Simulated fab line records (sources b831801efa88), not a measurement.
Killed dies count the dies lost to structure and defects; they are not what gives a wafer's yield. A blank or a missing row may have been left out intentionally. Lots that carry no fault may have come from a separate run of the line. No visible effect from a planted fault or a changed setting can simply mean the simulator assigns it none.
One fault seen from 2 desks || flow sfqLine || every desk sees just its own numbers, and what lay behind them comes last

## AT THE METROLOGY DESK
Means of the sampled wafers that have a number, per lot and without regard to the tool the lot ran on: this is what the gauges read. The brackets show how far a lot's mean lies from the usual mean; more than 4 standard deviations puts the lot out of limits, marked OUT.
Columns: A = JJ_NB_RS at SFQ_JJ_RS_MEAS_929, usual 1.051 ohm/sq; B = J5_OVL at SFQ_JJ_OVL_MEAS_931, usual -1 nm; C = M5_OVL at SFQ_M5_OVL_MEAS_932, usual 1 nm; D = R5_MONX_RS at SFQ_R5_RS_MEAS_933, usual 7.07 ohm/sq; E = R5_MONX_THK at SFQ_R5_THK_MEAS_934, usual 39.6 nm; F = M8_BOW at SFQ_M8_BOW_MEAS_951, usual 10 um
{"lot": "L732", "first seen here": "day 53 21:43", "A": 1.037, "B": 2, "C": -8, "D": 6.89, "E": 41.0, "F": 17}
{"lot": "L738", "first seen here": "day 60 09:23", "A": 1.060, "B": 1, "C": 8, "D": 6.95, "E": 40.5, "F": -4}
{"lot": "L739", "first seen here": "day 65 07:53", "A": 1.046, "B": 1, "C": 5, "D": 7.03, "E": 39.6, "F": 37}
{"lot": "L741", "first seen here": "day 66 01:44", "A": 1.041, "B": -1, "C": -6, "D": 7.04, "E": 39.8, "F": 8}
{"lot": "L740", "first seen here": "day 66 06:41", "A": 1.043, "B": 2, "C": 6, "D": 7.14, "E": 39.0, "F": -9}
{"lot": "L748", "first seen here": "day 69 18:00", "A": 1.061, "B": -2, "C": 3, "D": 7.11, "E": 39.4, "F": 6}
{"lot": "L749", "first seen here": "day 69 23:47", "A": 1.046, "B": -0, "C": -0, "D": 7.14, "E": 39.3, "F": 5}
Result from this desk: across the 7 lots, nothing is out of limits.

## AT THE TOOL OWNER'S DESK: krfScanner-01
The tool's own readings at SFQ_TRILAYER_JJ_CE_LITHO_EXPOSE_115 (exposes mask J5, target cd 700 nm): means of the sampled wafers that have a number, for each lot that ran on this tool. The brackets show how far a lot's mean lies from the usual mean; more than 4 standard deviations puts the lot out of limits, marked OUT.
Columns: A = exposureDoseMJCm2 at SFQ_TRILAYER_JJ_CE_LITHO_EXPOSE_115, usual 14.398; B = focusOffsetNm at SFQ_TRILAYER_JJ_CE_LITHO_EXPOSE_115, usual -0.1 nm; C = stageVelMmS at SFQ_TRILAYER_JJ_CE_LITHO_EXPOSE_115, usual 500.02 mm/s
{"lot": "L732", "first seen here": "day 53 22:39", "A": 14.410, "B": 0.2, "C": 500.10}
{"lot": "L738", "first seen here": "day 62 11:10", "A": 14.407, "B": -0.2, "C": 499.98}
{"lot": "L739", "first seen here": "day 65 13:28", "A": "14.733 (+26) OUT", "B": -0.5, "C": 499.99}
{"lot": "L741", "first seen here": "day 66 03:58", "A": "14.710 (+24) OUT", "B": -0.1, "C": 500.13}
{"lot": "L740", "first seen here": "day 66 08:45", "A": "14.723 (+25) OUT", "B": -0.3, "C": 499.64}
This desk's verdict: out of limits on L739, L740, L741, starting with L739 at day 65 13:28 (exposureDoseMJCm2 at SFQ_TRILAYER_JJ_CE_LITHO_EXPOSE_115). In limits: L732, L738.

## TAKEN TOGETHER
The tool owner's desk could have raised an alarm at day 65 13:28, on L739, L740, L741.
From the metrology desk's view, nothing was out of limits.
The metrology desk has L739, L740, L741 on record, within its limits.
SFQ_TRILAYER_JJ_CE_LITHO_EXPOSE_115 was run on krfScanner-01 by each of the lots named.

## WHAT THE SIMULATOR PUT IN
Process parameters drifting: krfScanner-01 at SFQ_TRILAYER_JJ_CE_LITHO_EXPOSE_115, beginning at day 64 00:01. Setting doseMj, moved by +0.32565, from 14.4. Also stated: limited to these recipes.
Lots struck among those shown: L739, L740, L741.
Time in hours from fault onset to the first out-of-limits reading at each desk: the tool owner's desk, 37.
